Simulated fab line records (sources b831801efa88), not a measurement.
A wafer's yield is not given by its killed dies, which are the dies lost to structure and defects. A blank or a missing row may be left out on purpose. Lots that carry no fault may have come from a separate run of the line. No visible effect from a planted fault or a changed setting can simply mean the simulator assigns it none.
fab line records	flow sky130
record lots=5	wafers=15	last_day=50
route steps=708 shown LDD_LDN@292 SPACER@304 POLY_CUT@307 SD_P@320 RES_XHIGH@332 SALICIDE@361 PAD_OPEN@708
lots with no fault: from the same line, run without faults
start_h: the number of hours between the record's first day and the start of the first shown wafer of the lot	wait_h: hours elapsed since this lot's preceding step	" identical to the entry in the row above	L1.1+2: a row that stands for several wafers	- value missing, or start not given	* or withheld: withheld	< > ~ a bound
route shown NAME@n: a module of which the file shows steps, and the number in the route of the first	usual: mean/standard deviation of fault-free wafers	same: alike in all rows	chamber/n: place in a boat	sites: each site's reading	_std_site: the values' standard deviation	_edge_site: outer sites' mean less inner sites'	radius_mm: for every site, how far away it sits from the centre of the wafer	mask NAME#n: copy n	behind: the tool/chamber that last shaped the wafer	hold: cause of the lot's hold/its duration in hours/its outcome	device: the transistor (n, p or np) that didn't switch	end of line: tests run on the same wafers once the route is complete	a step without rows: its recipe alone	killed: at the first sort, the dies lost to defects and structure; wafer yield is something else	map: a wafer's dies, x killed, . not, _ none there
set.NAME: the run value of the setting; set.NAME@STEP: its run value at that earlier step	model.NAME: the simulator's own value behind a step, which no gauge read
lots at some steps of the route; a table a step, a row a wafer
services: when a tool's chamber went out of use (start_h, in hours from the record's first day, below 0 if earlier), for how many hours, and the reason
## steps
# step SKY_LDD_LDN_SOFTBAKE_03
# recipe temp_c=90	time_s=60	resist=NOVOLAK
# step SKY_LDD_LDN_EXPOSE_04
# recipe mask_id=LDNTM	na=0.6	source_shape=conventional	sigma_outer=0.6	polarization=unpolarized	target_cd_nm=700	dose_mj=140
# step SKY_LDD_LDN_PEB_05
# recipe temp_c=withheld	time_s=*	resist=NOVOLAK
# step SKY_LDD_LDN_DEVELOP_06
# recipe resist=NOVOLAK	developer=TMAH	develop_time_s=60	dev_temp_c=23
# step SKY_LDD_LDN_IMPLANT_08
# recipe species=As	energy_kev=15	dose_cm2=1.25e+13	tilt_deg=withheld	rotation_deg=23
# step SKY_LDD_LDN_IMPLANT_09
# recipe species=As	energy_kev=15	dose_cm2=1.25e+13	tilt_deg=withheld	rotation_deg=113
# step SKY_LDD_LDN_IMPLANT_10
# recipe species=As	energy_kev=15	dose_cm2=1.25e+13	tilt_deg=withheld	rotation_deg=203
# step SKY_LDD_LDN_IMPLANT_11
# recipe species=As	energy_kev=15	dose_cm2=1.25e+13	tilt_deg=withheld	rotation_deg=293
# step SKY_LDD_LDN_STRIP_12
# recipe chemistry=O2/N2	power_w=1400	pressure_mtorr=1500	platen_temp_c=withheld	o2_flow_sccm=3000	n2_flow_sccm=300	overash_fraction=0.5
# step SKY_LDD_LDN_CLEAN_14
# recipe chemistry=SC1/SC2	mix=1:4:20	temp_c=70	time_s=150	dry=n2_spin
# step SKY_SPACER_CVD_00
# recipe material=Si3N4	precursor=DCS/NH3	target_thk_nm=43.1	temp_c=770	time_s=740	pressure_mtorr=250
# usual spike_tc_centre_C=770.3/0.99
lot.wafer	tool	chamber	start_h	wait_h	spike_tc_centre_C	model.Si3N4_of_SPACER_CVD_00.thk_nm
L432.3	lpcvd-02	0	552.49	0.0	770.3	43.27
L432.5	"	0	"	"	770.0	43.37
L432.6	"	0	"	"	770.5	43.45
L437.3	lpcvd-02	1	596.87	0.0	771.8	37.9
L437.5	"	1	"	"	771.4	37.8
L437.6	"	1	"	"	770.1	37.59
L438.3	lpcvd-02	1	611.88	0.0	771.3	37.86
L438.4	"	1	"	"	769.7	37.88
L438.5	"	1	"	"	771.7	37.66
L439.1	lpcvd-02	1	613.09	1.0	772.4	38.35
L439.3	"	1	"	"	770.2	38.03
L439.4	"	1	"	"	771.7	38.42
L452.1	lpcvd-02	1	711.00	1.2	771.1	43.24
L452.4	"	1	"	"	770.2	42.64
L452.6	"	1	"	"	771.0	43.14
# step SKY_SPACER_THK_MEAS_01
# recipe reads=Si3N4_of_SPACER_CVD_00
# usual SPACER_CVD_00_THK=43.2/0.44
lot.wafer	tool	chamber	start_h	wait_h	SPACER_CVD_00_THK[nm]
L432.3	film_metro-03	-	553.71	0.0	43.2
L432.5	"	-	"	"	43.3
L432.6	"	-	"	"	43.5
L437.3	film_metro-02	-	598.09	0.0	37.9
L437.5	"	-	"	"	37.9
L437.6	"	-	"	"	37.6
L438.3	film_metro-04	-	613.11	0.0	37.8
L438.4	"	-	"	"	37.9
L438.5	"	-	"	"	37.7
L439.1	film_metro-04	-	614.30	0.0	38.3
L439.3	"	-	"	"	38.1
L439.4	"	-	"	"	38.4
L452.1	film_metro-03	-	712.21	0.0	43.2
L452.4	"	-	"	"	42.7
L452.6	"	-	"	"	43.2
# step SKY_SPACER_ETCHBACK_02
# recipe chemistry=CH3F/O2	target=Si3N4	stop_on=SiO2	source_w=400	bias_w=80	pressure_mtorr=25	ch3f_flow_sccm=40	O2_flow_sccm=30	time_s=46.7	target_depth_a=450
# usual drypump_motor_current_A=5.8/0.44	oes_product_au=0.856/0.0068	rf_fwd_power_W=395.2/1.9	throttle_valve_pct=10.563/0.0091
lot.wafer	tool	chamber	start_h	wait_h	drypump_motor_current_A	oes_product_au	rf_fwd_power_W	rf_hours_counter_h	throttle_valve_pct	model.etch.depth_nm
L432.3	rie_diel-02	3	553.75	0.0	4.9	0.858	395.5	2	10.569	43.27
L432.5	"	1	"	"	5.9	0.858	396.0	-	10.561	43.37
L432.6	"	0	"	"	5.5	0.853	394.9	-	10.550	43.45
L437.3	rie_diel-04	2	598.13	0.0	5.8	0.797	394.7	10	10.565	37.9
L437.5	"	3	"	"	5.4	0.794	393.0	-	10.547	37.8
L437.6	"	2	"	"	5.8	0.789	396.6	-	10.544	37.59
L438.3	rie_diel-04	2	613.15	0.0	5.8	0.797	394.4	11	10.548	37.86
L438.4	"	0	"	"	5.8	0.791	395.2	2	10.563	37.88
L438.5	"	2	"	"	5.8	0.796	394.8	-	10.564	37.66
L439.1	rie_diel-02	3	614.36	0.1	4.9	0.796	395.2	3	10.568	38.35
L439.3	"	2	"	"	6.2	0.800	398.0	39	10.554	38.03
L439.4	"	0	"	"	5.5	0.801	397.0	2	10.566	38.42
L452.1	rie_diel-04	3	712.27	0.1	5.4	0.852	391.2	7	10.549	43.24
L452.4	"	0	"	"	5.7	0.855	395.6	4	10.566	42.64
L452.6	"	1	"	"	6.1	0.852	394.4	-	10.546	43.14
# step SKY_POLY_CUT_DEHYDRATE_00
# recipe temp_c=200	time_s=60
# step SKY_POLY_CUT_HMDS_01
# recipe prime_time_s=60	prime_temp_c=120
# step SKY_POLY_CUT_COAT_02
# recipe resist=BARC	temp_c=withheld	time_s=withheld	spin_rpm=3000	resist_thk_nm=60
# step SKY_POLY_CUT_COAT_03
# recipe resist=KrF-thick	spin_rpm=3000	resist_thk_nm=450
# step SKY_POLY_CUT_SOFTBAKE_04
# recipe temp_c=100	time_s=87.3	resist=KrF-thick
# step SKY_POLY_CUT_EXPOSE_05
# recipe mask_id=NPCM	na=0.8	source_shape=annular	sigma_inner=0.55	sigma_outer=0.85	target_cd_nm=270	dose_mj=32
# step SKY_POLY_CUT_PEB_06
# recipe peb_temp_c=withheld	peb_time_s=withheld	resist=KrF-thick
# step SKY_POLY_CUT_DEVELOP_07
# recipe develop_time_s=60	resist=KrF-thick	dev_temp_c=21
# step SKY_POLY_CUT_ETCH_10
# recipe chemistry=N2/H2	target=BARC	ion_energy_ev=200	source_w=500	bias_w=100	pressure_mtorr=30	n2_flow_sccm=100	h2_flow_sccm=200	stop_on=SiO2	time_s=45.9	target_depth_a=600
# step SKY_POLY_CUT_ETCH_11
# recipe target=Si3N4	chemistry=CF4/CH2F2/Ar	stop_on=poly-Si	source_w=600	bias_w=150	pressure_mtorr=40	cf4_flow_sccm=40	ch2f2_flow_sccm=20	Ar_flow_sccm=150	time_s=42.5	target_depth_a=600
# step SKY_POLY_CUT_STRIP_12
# recipe chemistry=O2/N2	power_w=1400	pressure_mtorr=1500	platen_temp_c=withheld	o2_flow_sccm=3000	n2_flow_sccm=300	overash_fraction=0.5
# step SKY_SD_P_DEHYDRATE_00
# recipe temp_c=200	time_s=60
# step SKY_SD_P_HMDS_01
# recipe prime_time_s=60	prime_temp_c=120
# step SKY_SD_P_COAT_02
# recipe resist=NOVOLAK	spin_rpm=3000	resist_thk_nm=1140
# step SKY_SD_P_SOFTBAKE_03
# recipe temp_c=90	time_s=60	resist=NOVOLAK
# step SKY_SD_P_EXPOSE_04
# recipe mask_id=PSDM	na=0.6	source_shape=conventional	sigma_outer=0.6	polarization=unpolarized	target_cd_nm=380	dose_mj=138
# step SKY_SD_P_PEB_05
# recipe temp_c=withheld	time_s=*	resist=NOVOLAK
# step SKY_SD_P_DEVELOP_06
# recipe resist=NOVOLAK	developer=TMAH	develop_time_s=60	dev_temp_c=23
# step SKY_SD_P_IMPLANT_09
# recipe species=BF2	energy_kev=20	dose_cm2=3e+15	tilt_deg=0
# step SKY_SD_P_STRIP_10
# recipe chemistry=O2/N2	power_w=1400	pressure_mtorr=1500	platen_temp_c=withheld	o2_flow_sccm=3000	n2_flow_sccm=300	overash_fraction=0.5
# step SKY_RES_XHIGH_DEHYDRATE_00
# recipe temp_c=200	time_s=60
# step SKY_RES_XHIGH_HMDS_01
# recipe prime_time_s=60	prime_temp_c=120
# step SKY_SALICIDE_CLEAN_00
# recipe chemistry=HF-last	time_s=30	dilution=100:1	dry=ipa_marangoni
lot.wafer	tool	chamber	start_h	wait_h	model.Si3N4_of_SPACER_CVD_00.thk_nm
L432.3	wet_bench-02	2	670.49	0.1	42.29
L432.5	"	2	"	"	42.38
L432.6	"	2	"	"	42.46
L437.3	wet_bench-01	0	713.47	0.1	36.92
L437.5	"	0	"	"	36.82
L437.6	"	0	"	"	36.62
L438.3	wet_bench-03	1	726.87	0.1	36.89
L438.4	"	1	"	"	36.91
L438.5	"	1	"	"	36.69
L439.1	wet_bench-03	2	728.34	0.1	37.37
L439.3	"	2	"	"	37.05
L439.4	"	2	"	"	37.44
L452.1	wet_bench-01	2	836.87	0.1	42.25
L452.4	"	2	"	"	41.66
L452.6	"	2	"	"	42.15
# step SKY_PAD_OPEN_PROBE_99
# usual killed_at_M0_to_M3=42/5.8	killed_at_M4_up=3.0/2	killed_at_contacts=24/5.5	killed_at_front_end=15/3.9	killed_at_other=0.3/0.54	killed_dies=85/8.8	killed_open=47/6.8	killed_short=38/5.9
# same gross_dies=492	killed_at_back_side=0
lot.wafer	tool	chamber	start_h	wait_h	killed_at_M0_to_M3	killed_at_M4_up	killed_at_contacts	killed_at_front_end	killed_at_other	killed_dies	killed_open	killed_short	model.etest.pfet_01v8.r_on_ohm_um	model.etest.sonos_uncharged.r_on_ohm_um	model.etest.pfet_01v8.drive_ua_um	model.etest.sram_pfet_latch.drive_ua_um	model.etest.pfet_01v8_hvt.drive_ua_um	model.etest.pfet_01v8.off_log10_a_um	model.etest.sram_pfet_latch.off_log10_a_um	model.etest.pfet_01v8_hvt.off_log10_a_um
L432.3	prober-02	-	1097.44	0.2	43	2	19	20	0	84	47	37	3028	824.3	182.4	130.6	133.8	-10.95	-13.38	-13.43
L432.5	prober-02	-	1097.54	0.2	42	3	29	14	0	88	55	33	3041	812.5	179.8	134.4	134.8	-10.63	-13.24	-13.38
L432.6	prober-02	-	1097.59	0.2	33	1	23	10	0	67	37	30	2924	795	189.4	141.4	142.2	-10.11	-12.74	-13.23
L437.3	prober-01	-	1130.12	0.2	50	1	22	16	1	90	54	36	2733	761.9	205.1	161.4	155.3	-9.219	-12.14	-12.6
L437.5	prober-01	-	1130.22	0.2	42	5	20	14	0	81	52	28	2663	777.3	211.3	161.6	159.4	-8.964	-12.13	-12.65
L437.6	prober-01	-	1130.27	0.2	41	6	23	16	0	86	53	33	2747	775.8	204	151.1	153.2	-9.238	-12.46	-12.6
L438.3	prober-02	-	1139.59	0.2	48	1	30	11	0	90	59	31	2632	756.1	214.3	158.2	161.9	-8.86	-12.14	-12.58
L438.4	prober-02	-	1139.64	0.2	39	2	29	17	0	87	47	40	2729	790.6	207.5	157.5	156.2	-9.061	-12.04	-12.76
L438.5	prober-02	-	1139.69	0.2	42	2	26	16	0	86	46	40	2696	775.3	206	156.6	157.2	-9.048	-12.28	-12.66
L439.1	prober-01	-	1139.93	0.1	40	5	24	16	0	85	39	46	2787	775	200.9	153.7	149.6	-9.6	-12.36	-12.87
L439.3	prober-01	-	1140.03	0.2	34	3	20	13	1	71	39	32	2728	775.1	204.9	153.3	153.7	-9.124	-12.28	-12.61
L439.4	prober-01	-	1140.08	0.2	46	2	18	18	1	85	47	38	2820	782.9	196.1	141.3	148.7	-9.333	-12.71	-12.71
L452.1	prober-01	-	1201.43	0.1	37	3	16	17	0	73	35	33	2918	821.2	192.9	148.6	142.6	-9.519	-12.46	-13.04
L452.4	prober-01	-	1201.58	0.2	33	4	27	11	0	75	33	40	2881	799.3	193	145.9	144.2	-9.441	-12.41	-12.99
L452.6	prober-01	-	1201.68	0.2	33	6	23	20	0	82	49	32	2870	800	193.7	143.1	145.4	-9.359	-12.54	-12.9
# killed by level:class
L432.3 VIA1:geometric_particle:open=10 POLY_GATE:geometric_particle:open=6 CONTACT:geometric_particle:open=6 VIA2:geometric_particle:open=6 CONTACT:geometric_particle:short=5 VIA3:geometric_particle:open=5 POLY_GATE:geometric_particle:short=4 LI_CONTACT:geometric_particle:open=4
L432.5 LI_CONTACT:geometric_particle:open=12 VIA1:geometric_particle:open=11 CONTACT:geometric_particle:open=8 VIA2:geometric_particle:open=8 POLY_GATE:geometric_particle:open=5 METAL2:geometric_particle:short=5 LI_CONTACT:geometric_particle:short=4 VIA2:geometric_particle:short=4
L432.6 CONTACT:geometric_particle:open=8 LI_CONTACT:geometric_particle:open=6 VIA1:geometric_particle:open=5 METAL2:geometric_particle:short=5 VIA2:geometric_particle:open=5 FIELD_ISO:geometric_particle:short=4 LI_CONTACT:geometric_particle:short=4 VIA3:geometric_particle:short=4
L437.3 VIA1:geometric_particle:open=11 VIA2:geometric_particle:open=8 LI_CONTACT:geometric_particle:open=8 CONTACT:geometric_particle:open=8 METAL2:geometric_particle:short=6 VIA3:geometric_particle:open=6 FIELD_ISO:geometric_particle:open=4 VIA1:geometric_particle:short=4
L437.5 VIA1:geometric_particle:open=12 CONTACT:geometric_particle:open=7 LI_CONTACT:geometric_particle:open=6 VIA2:geometric_particle:open=6 VIA3:geometric_particle:open=6 METAL4:geometric_particle:short=5 POLY_CUT:geometric_particle:open=4 METAL1:geometric_particle:short=4
L437.6 VIA1:geometric_particle:open=10 VIA2:geometric_particle:open=10 CONTACT:geometric_particle:open=8 METAL1:geometric_particle:short=6 LI_CONTACT:geometric_particle:open=6 FIELD_ISO:geometric_particle:open=5 FIELD_ISO:geometric_particle:short=4 METAL1:geometric_particle:open=4
L438.3 CONTACT:geometric_particle:open=13 VIA1:geometric_particle:open=12 LI_CONTACT:geometric_particle:open=9 METAL2:geometric_particle:short=9 VIA3:geometric_particle:open=7 POLY_GATE:geometric_particle:open=5 VIA2:geometric_particle:open=5 METAL1:geometric_particle:short=4
L438.4 LI_CONTACT:geometric_particle:open=10 CONTACT:geometric_particle:open=10 POLY_GATE:geometric_particle:short=7 VIA1:geometric_particle:open=6 METAL1:geometric_particle:short=6 VIA2:geometric_particle:open=6 VIA3:geometric_particle:open=5 VIA2:geometric_particle:short=5
L438.5 CONTACT:geometric_particle:open=14 VIA3:geometric_particle:open=7 POLY_GATE:geometric_particle:short=5 METAL1:geometric_particle:short=5 VIA1:geometric_particle:open=5 METAL2:geometric_particle:short=5 FIELD_ISO:geometric_particle:short=4 METAL2:geometric_particle:open=4
L439.1 CONTACT:geometric_particle:open=8 VIA1:geometric_particle:open=8 VIA1:geometric_particle:short=7 FIELD_ISO:geometric_particle:short=5 LOCAL_INTERCONNECT:geometric_particle:short=5 VIA2:geometric_particle:short=5 VIA3:geometric_particle:open=5 FIELD_ISO:geometric_particle:open=4
L439.3 CONTACT:geometric_particle:open=9 VIA2:geometric_particle:open=8 VIA1:geometric_particle:open=8 METAL2:geometric_particle:short=5 POLY_GATE:geometric_particle:short=4 FIELD_ISO:geometric_particle:short=3 FIELD_ISO:geometric_particle:open=3 LI_CONTACT:geometric_particle:open=3
L439.4 VIA1:geometric_particle:open=12 CONTACT:geometric_particle:open=8 FIELD_ISO:geometric_particle:short=6 VIA1:geometric_particle:short=6 VIA2:geometric_particle:open=5 VIA3:geometric_particle:open=5 POLY_GATE:geometric_particle:open=4 CONTACT:geometric_particle:short=4
L452.1 VIA1:geometric_particle:open=12 VIA1:geometric_particle:short=8 FIELD_ISO:geometric_particle:open=5 NWELL:coat_microbubble_printed=5 METAL2:geometric_particle:short=5 FIELD_ISO:geometric_particle:short=4 LI_CONTACT:geometric_particle:open=4 CONTACT:geometric_particle:short=4
L452.4 CONTACT:geometric_particle:open=7 LI_CONTACT:geometric_particle:open=6 VIA1:geometric_particle:open=6 LI_CONTACT:geometric_particle:short=5 CONTACT:geometric_particle:short=5 METAL1:geometric_particle:short=5 METAL2:geometric_particle:short=5 METAL4:geometric_particle:short=4
L452.6 LI_CONTACT:geometric_particle:open=10 VIA1:geometric_particle:open=10 CONTACT:geometric_particle:open=8 FIELD_ISO:geometric_particle:open=7 METAL2:geometric_particle:short=7 METAL4:geometric_particle:short=5 FIELD_ISO:geometric_particle:short=4 VIA2:geometric_particle:open=4
## services
tool	chamber	start_h	hours	kind
rie_diel-04	2	528.58	8.5	repair
wet_bench-02	-	532.56	1.8	repair
rie_diel-04	2	546.82	2.6	repair
rie_diel-04	3	559.30	16.3	repair
rie_diel-02	1	634.52	12.4	repair
rie_diel-04	1	646.40	17.9	repair
rie_diel-02	1	646.94	-	clean
rie_diel-02	1	646.94	36.3	scheduled_down
rie_diel-02	1	646.94	36.3	vent_cycle
rie_diel-04	-	648.69	14.6	pm
lpcvd-02	-	692.93	0.5	repair
wet_bench-01	-	714.49	2.5	repair
wet_bench-03	-	717.28	1.9	pm
rie_diel-02	0	747.47	3.9	repair
rie_diel-04	0	775.23	25.5	repair
rie_diel-02	2	775.96	-	clean
rie_diel-02	2	775.96	14.3	scheduled_down
rie_diel-02	2	775.96	14.3	vent_cycle
rie_diel-04	1	786.62	15.7	repair
lpcvd-02	-	805.67	6.0	pm
rie_diel-04	-	829.19	0.5	repair
rie_diel-02	3	829.82	18.3	repair
## key
first_sign step=SKY_SPACER_THK_MEAS_01	reading=SPACER_CVD_00_THK	direction=down	sigmas=12	usual=43.2	struck=38.0
effect step=SKY_SPACER_ETCHBACK_02	reading=oes_product_au	direction=down	sigmas=8.9	usual=0.856	struck=0.796
model_effect step=SKY_SPACER_CVD_00	value=Si3N4_of_SPACER_CVD_00.thk_nm	without=43.25	struck=37.95
model_effect step=SKY_SPACER_ETCHBACK_02	value=etch.depth_nm	without=43.25	struck=37.95
model_effect step=SKY_SALICIDE_CLEAN_00	value=Si3N4_of_SPACER_CVD_00.thk_nm	without=42.28	struck=36.97
model_effect step=SKY_PAD_OPEN_PROBE_99	value=etest.pfet_01v8.r_on_ohm_um	without=2890	struck=2726
met_at SKY_SPACER_CVD_00
struck_wafers L437.3,L437.5,L437.6,L438.3,L438.4,L438.5,L439.1,L439.3,L439.4
tester_left_out L437,L438,L439
fault kind=process_parameter_drift	tool=lpcvd-02	chamber=1	onset_h=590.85	steps=SKY_SPACER_CVD_00	channel=target_thk_nm	offset=-5.3095	shape=step	end_h=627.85	acts_in=these_recipes_only	stated=43.1
# tester_left_out: of these lots the tester's yield and bins aren't shown, on N5 and GAA mostly nor the transistor test; their killed dies are dies lost to structure and defects alone, not to doping, threshold or leakage, so they don't give the yield
